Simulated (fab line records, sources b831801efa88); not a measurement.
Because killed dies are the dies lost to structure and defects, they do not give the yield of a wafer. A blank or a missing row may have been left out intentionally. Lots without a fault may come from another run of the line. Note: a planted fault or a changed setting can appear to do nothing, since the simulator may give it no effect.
What tool caused it? | flow gf180mcu | 6 lots with 18 wafers sampled at 2 steps, on a route of 602 steps

## WHAT THE GAUGES READ, wafer by wafer
GF_V5_BOW_MEAS_05.
lot  | measured     | on            | V5_BOW (um)
L369 | day 26 15:54 | film-metro-02 | 129 138 139
L372 | day 27 13:10 | film-metro-03 | 151 140 150
L374 | day 27 21:34 | film-metro-02 | 161 150 144
L377 | day 29 01:42 | film-metro-02 | 135 138 136
L379 | day 29 06:47 | film-metro-02 | 137 142 135
L382 | day 30 01:11 | film-metro-02 | 141 148 150

## WHAT TOOL EACH LOT RAN ON (gives the tool, then ch and the chambers of the sampled wafers, and finally the start)
lot  | GF_V1_CVD_00
L369 | hdpcvd-01 ch 0,1, day 17 11:25
L372 | hdpcvd-02 ch 0,2, day 18 12:05
L374 | hdpcvd-01 ch 0,2, day 18 20:34
L377 | hdpcvd-02 ch 0,1, day 20 02:37
L379 | hdpcvd-01 ch 0,1, day 20 19:52
L382 | hdpcvd-01 ch 0,1,2, day 21 18:05
- GF_V1_CVD_00: deposits SiO2, target thk 600 nm, time 100 s.

## THE ANSWER, worked out from the rows above alone
Rule: what is usual is taken from the lots themselves. The widest of any qualifying gaps counts: lots, ordered by their means at a reading, are off when they make up no more than a third of the lots, leave a main group of 4 or more, and stand apart from it by 3 or more times the standard deviation of that group's means. Not used: any main group whose means are identical at the precision the tables above print for the reading. A lot without any number at a reading at which 4 lots or more have one is off too. The other lots that the step has rows for count as sound.
No lot is off at any reading shown: from this, nothing can be told.

## WHAT THE SIMULATOR HAD INSERTED
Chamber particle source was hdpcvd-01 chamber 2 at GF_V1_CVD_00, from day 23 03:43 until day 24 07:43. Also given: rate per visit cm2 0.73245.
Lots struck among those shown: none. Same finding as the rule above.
